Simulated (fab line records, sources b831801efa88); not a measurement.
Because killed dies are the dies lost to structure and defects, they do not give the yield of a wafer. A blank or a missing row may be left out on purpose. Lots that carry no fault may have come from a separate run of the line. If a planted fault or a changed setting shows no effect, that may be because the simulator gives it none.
Which tool is to blame? ; flow sky130 ; 36 wafers from 12 lots sampled at 2 of the route's 708 steps

## WHAT THE GAUGES SHOWED, per wafer
SKY_METAL1_OVL_MEAS_16.
lot;measured;on;METAL1_OVL (nm)
L075;day 32 15:34;overlay-01;9 2 2
L077;day 33 11:10;overlay-01;16 3 1
L079;day 34 02:20;overlay-02;-7 -8 -3
L081;day 35 00:52;overlay-01;2 6 6
L083;day 36 15:08;overlay-01;3 -1 6
L085;day 37 01:22;overlay-02;-7 -5 0
L087;day 37 14:16;overlay-01;5 15 8
L089;day 37 21:20;overlay-01;2 2 -3
L092;day 38 04:53;overlay-02;12 6 -4
L093;day 39 06:22;overlay-01;5 -1 2
L095;day 39 14:20;overlay-02;3 -1 -9
L097;day 39 19:04;overlay-01;-2 -2 5

## TOOL THAT RAN EACH LOT (tool first, then ch and the chambers of the sampled wafers, then the start)
lot;SKY_SD_P_STRIP_10
L075;plasma asher-02 ch 0,1, day 25 07:43
L077;plasma asher-04 ch 1, day 26 04:25
L079;plasma asher-02 ch 0,1, day 26 22:40
L081;plasma asher-02 ch 0,1, day 27 22:20
L083;plasma asher-02 ch 0,1, day 29 16:54
L085;plasma asher-02 ch 0,1, day 30 02:32
L087;plasma asher-03 ch 0, day 30 18:24
L089;plasma asher-02 ch 0,1, day 30 23:47
L092;plasma asher-02 ch 0,1, day 31 08:45
L093;plasma asher-03 ch 0,1, day 32 12:44
L095;plasma asher-02 ch 0,1, day 32 19:57
L097;plasma asher-02 ch 0,1, day 33 02:05
- SKY_SD_P_STRIP_10: strips in O2/N2.

## THE ANSWER, worked out from the rows above alone
Rule: the lots themselves supply what counts as usual. The widest of any qualifying gaps counts: lots, ordered by their means at a reading, are off when they make up no more than a third of the lots, leave a main group of 4 or more, and stand apart from it by 3 or more times the standard deviation of that group's means. Not used: any main group whose means are identical at the precision the tables above print for the reading. A lot without any number at a reading at which 4 lots or more have one is off too. Any other lot the step has rows for is counted as sound.
None of the lots is off at any reading shown; this tells nothing.

## WHAT HAD BEEN PUT IN BY THE SIMULATOR
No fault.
